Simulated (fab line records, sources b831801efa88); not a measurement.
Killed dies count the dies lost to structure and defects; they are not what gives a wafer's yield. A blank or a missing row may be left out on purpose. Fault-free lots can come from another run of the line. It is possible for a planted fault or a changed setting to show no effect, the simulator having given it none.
Which tool was responsible?	flow sky130	14 lots, 42 wafers sampled, at 4 steps of a route of 708

== WHAT THE GAUGES READ, wafer by wafer ==
SKY_METAL2_OVL_MEAS_16. Usual: METAL2_OVL gives 1 nm (standard deviation 5.4).
lot	measured	on	METAL2_OVL (nm)	flag
L754	day 35 15:28	overlay-01	-6 -6 -4	
L756	day 35 20:53	overlay-01	8 12 13	
L761	day 37 21:41	overlay-02	- - -	OFF
L762	day 38 00:39	overlay-02	- - -	OFF
L765	day 38 19:28	overlay-02	4 3 1	
L766	day 39 05:36	overlay-02	-5 -6 0	
L767	day 39 11:40	overlay-02	2 0 -3	
L769	day 40 09:55	overlay-02	-11 -3 -8	
L771	day 40 16:09	overlay-01	3 3 5	
L772	day 41 01:28	overlay-02	3 3 2	
L773	day 41 08:03	overlay-02	-7 -1 -2	
L774	day 41 14:19	overlay-01	4 -1 0	
L775	day 41 23:03	overlay-02	-12 -5 0	
L776	day 42 14:19	overlay-02	-3 -3 -4	

== WHICH TOOL RAN EACH LOT (tool, then ch and the chambers of the sampled wafers, then the start) ==
lot	SKY_METAL1_ETCH_18	SKY_VIA1_ETCH_15	SKY_METAL2_EXPOSE_12
L754	rieMetal-03 ch 0, day 33 06:50	rieDiel-04 ch 1,2,3, day 34 11:31	krfScanner-01 ch 0, day 35 02:06
L756	rieMetal-01 ch 1, day 33 13:31	rieDiel-03 ch 0,2,3, day 34 17:06	krfScanner-02 ch 0, day 35 07:48
L761	rieMetal-04 ch 0,1, day 35 14:16	rieDiel-03 ch 2,3, day 36 17:32	krfScanner-02, day 37 08:19
L762	rieMetal-03 ch 0,1, day 35 17:25	rieDiel-03 ch 0,2,3, day 36 21:14	krfScanner-01, day 37 11:25
L765	rieMetal-01 ch 0,1, day 36 13:53	rieDiel-01 ch 0,1,3, day 37 17:01	krfScanner-01 ch 0, day 38 07:10
L766	rieMetal-04 ch 0,1, day 37 00:10	rieDiel-01 ch 1,2,3, day 38 03:02	krfScanner-02 ch 0, day 38 17:36
L767	rieMetal-01 ch 1, day 37 05:31	rieDiel-03 ch 0,1,3, day 38 08:50	krfScanner-01 ch 0, day 38 23:36
L769	rieMetal-03 ch 0,1, day 38 05:36	rieDiel-01 ch 0,2,3, day 39 07:56	krfScanner-01 ch 0, day 39 22:22
L771	rieMetal-03 ch 0,1, day 38 11:31	rieDiel-04 ch 0,3, day 39 13:56	krfScanner-02 ch 0, day 40 04:25
L772	rieMetal-03 ch 0,1, day 38 21:12	rieDiel-03 ch 1,2,3, day 39 23:08	krfScanner-02 ch 0, day 40 12:43
L773	rieMetal-04 ch 0, day 39 03:57	rieDiel-03 ch 1,2,3, day 40 05:50	krfScanner-02 ch 0, day 40 20:35
L774	rieMetal-03 ch 0,1, day 39 10:18	rieDiel-03 ch 1,2, day 40 12:53	krfScanner-02 ch 0, day 41 03:13
L775	rieMetal-04 ch 0, day 39 15:48	rieDiel-03 ch 0,1, day 40 21:05	krfScanner-01 ch 0, day 41 09:40
L776	rieMetal-03 ch 0, day 40 12:31	rieDiel-03 ch 0,1,2, day 41 13:14	krfScanner-01 ch 0, day 42 03:14
- SKY_METAL1_ETCH_18: etches BARC in N2/H2, stops on SiO2, time 45.9 s, target depth 60 nm.
- SKY_VIA1_ETCH_15: etches SiO2 in C4F8/O2/Ar, stops on TiN, target depth 351 nm, time 54 s.
- SKY_METAL2_EXPOSE_12: exposes mask MM2, target cd 140 nm.

== WHAT THE TOOLS THEMSELVES READ (means of the sampled wafers that have a number; where no wafer has one, the mark that the record gives instead) ==
SKY_METAL1_ETCH_18. Usual: drypumpMotorCurrentA 5.81 A, standard deviation 0.28; oesProductAu 0.855 a.u., standard deviation 0.0052; throttleValvePct 13.224 %, standard deviation 0.0092.
lot	tool	drypumpMotorCurrentA (A)	oesProductAu (a.u.)	throttleValvePct (%)	flag
L754	rieMetal-03	6.09	0.852	13.227	
L756	rieMetal-01	5.38	0.855	13.227	
L761	rieMetal-04	5.68	0.855	13.226	
L762	rieMetal-03	6.06	0.855	13.231	
L765	rieMetal-01	5.79	0.853	13.225	
L766	rieMetal-04	5.82	0.855	13.229	
L767	rieMetal-01	5.38	0.854	13.231	
L769	rieMetal-03	6.06	0.853	13.218	
L771	rieMetal-03	6.05	0.854	13.221	
L772	rieMetal-03	6.08	0.859	13.214	
L773	rieMetal-04	5.55	0.855	13.225	
L774	rieMetal-03	6.07	0.854	13.235	
L775	rieMetal-04	5.56	0.856	13.221	
L776	rieMetal-03	6.08	0.856	13.222	

SKY_VIA1_ETCH_15. Usual: oesProductAu reads 0.982 a.u. (standard deviation 0.0063).
lot	tool	oesProductAu (a.u.)	flag
L754	rieDiel-04	0.983	
L756	rieDiel-03	0.980	
L761	rieDiel-03	0.987	
L762	rieDiel-03	0.982	
L765	rieDiel-01	0.974	
L766	rieDiel-01	0.976	
L767	rieDiel-03	0.978	
L769	rieDiel-01	0.987	
L771	rieDiel-04	0.980	
L772	rieDiel-03	0.979	
L773	rieDiel-03	0.980	
L774	rieDiel-03	0.987	
L775	rieDiel-03	0.984	
L776	rieDiel-03	0.982	

SKY_METAL2_EXPOSE_12. Usual: exposureDoseMJCm2 27.965, standard deviation 0.027; focusOffsetNm 0.0 nm, standard deviation 0.57.
lot	tool	exposureDoseMJCm2	focusOffsetNm (nm)	flag
L754	krfScanner-01	27.993	-0.0	
L756	krfScanner-02	27.973	1.4	
L761	krfScanner-02	-	-	OFF
L762	krfScanner-01	-	-	OFF
L765	krfScanner-01	27.975	0.6	
L766	krfScanner-02	27.918	0.1	
L767	krfScanner-01	27.984	-0.7	
L769	krfScanner-01	27.990	-0.1	
L771	krfScanner-02	27.942	0.2	
L772	krfScanner-02	27.928	-0.0	
L773	krfScanner-02	27.981	0.1	
L774	krfScanner-02	27.963	-0.3	
L775	krfScanner-01	27.944	0.8	
L776	krfScanner-01	27.947	-0.6	

== THE ANSWER, worked out from the rows above alone ==
Rule: take the mean of a lot's wafers that have a number; if it is more than 3 standard deviations from the usual mean, the lot is off. Also off: a lot with no number at a reading for which 4 or more lots have one. Where the step has rows for the other lots, those lots are counted as sound. First the gauges in route order, then the tools' own readings, where a lot's mean is used as printed above. The first step at which some lot is off is used, and at that step the reading that is off furthest; a lot without a number counts as furthest.
Off: L761, L762, seen at SKY_METAL2_OVL_MEAS_16 (METAL2_OVL). Without a number there: L761, L762.
A tool fits if, at a process step before that reading, it ran every lot that is off, and no sound lot after the first of them. Not tried: the gauges at SKY_METAL2_OVL_MEAS_16; whatever is off there is also off at SKY_METAL2_EXPOSE_12, on other tools, and gauge error can't account for it. None of those tried fits.

== WHAT THE SIMULATOR PUT IN ==
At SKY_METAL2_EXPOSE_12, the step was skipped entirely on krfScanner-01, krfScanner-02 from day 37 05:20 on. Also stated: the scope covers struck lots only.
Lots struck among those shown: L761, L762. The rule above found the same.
